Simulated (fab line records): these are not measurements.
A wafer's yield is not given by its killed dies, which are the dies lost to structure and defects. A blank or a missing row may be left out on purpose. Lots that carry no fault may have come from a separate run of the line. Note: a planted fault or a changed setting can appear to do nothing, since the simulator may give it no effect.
Problem report, 8D (eight disciplines) form, completed by code :: flow gf180mcu :: the parts of the form that need people (team, actions taken, sign-off) are left out

== 1. WHAT IS WRONG ==
Wafers without a fault read 85.69 W, standard deviation 0.081; heater power total W at GF_M2_PEB_12 reads a mean of 87.25 W on 6 wafers belonging to 2 lots. Measured from the usual mean, that is +19 standard deviations.
The step: peb time 90 s.
Seen first at day 25 01:08 on litho track-02, wafer L132.2. At this step, 42 wafers from 14 lots have a number in the record. Rule for "out", or "out of limits": more than 4 standard deviations from the usual mean. Any other wafer with a number is counted as sound.

== 2. WHAT THIS IS AND IS NOT ==
question: which readings at this step
is: heater power total W
is not: -

question: which lots
is: L132, L134
is not: L116, L117, L118, L119, L120, L122, L123, L124, L125, L126, L127, L131

question: which wafers of those lots
is: all that have a number
is not: -

question: read on which tools
is: litho track-02
is not: litho track-01, litho track-03

question: when
is: from day 25 01:08
is not: up to then (36 sound wafers)

== 3. WHAT RULES OUT EACH SUSPECT ==
Counting: a tool stays on the suspect list if, at a process step up to the reading, it processed all lots that are out and no sound lot following the first of them.
- litho track-02 at GF_M2_PEB_12 (peb time 90 s): kept. It processed each lot that is out, first L132 at day 25 01:08, and no sound lot thereafter; up to then, the last sound lot it processed was L131 at day 24 23:50. On those wafers its own readings are out: heater power total W.
Left after counting: litho track-02 at GF_M2_PEB_12.

== 4. THE CAUSE (what the simulator had put in) ==
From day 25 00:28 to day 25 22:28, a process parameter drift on litho track-02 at GF_M2_PEB_12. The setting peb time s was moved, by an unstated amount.
Counting left only this tool.

== 5. SEQUENCE OF EFFECTS, ordered by route ==
Each row: a reading whose mean over the struck wafers that have a number lies more than 3 standard deviations from the usual. Scope: only readings with a usual standard deviation given in the record; hours: median across lots of the time from each lot's start at the first step in this table that gives one to its start at this step; sigmas: change in usual standard deviations.
hours: 0
step: GF_M2_PEB_12
reading: heater power total W
usual: 85.69 W
on struck wafers: 87.25
change: +1.56
sigmas: +19
Here are the process steps it includes:
- GF_M2_PEB_12: peb time 90 s.

== 6. WHAT WOULD HAVE CAUGHT IT SOONER ==
In this record the first reading out of limits was taken at day 25 01:08, 1 hour after the fault began at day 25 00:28.
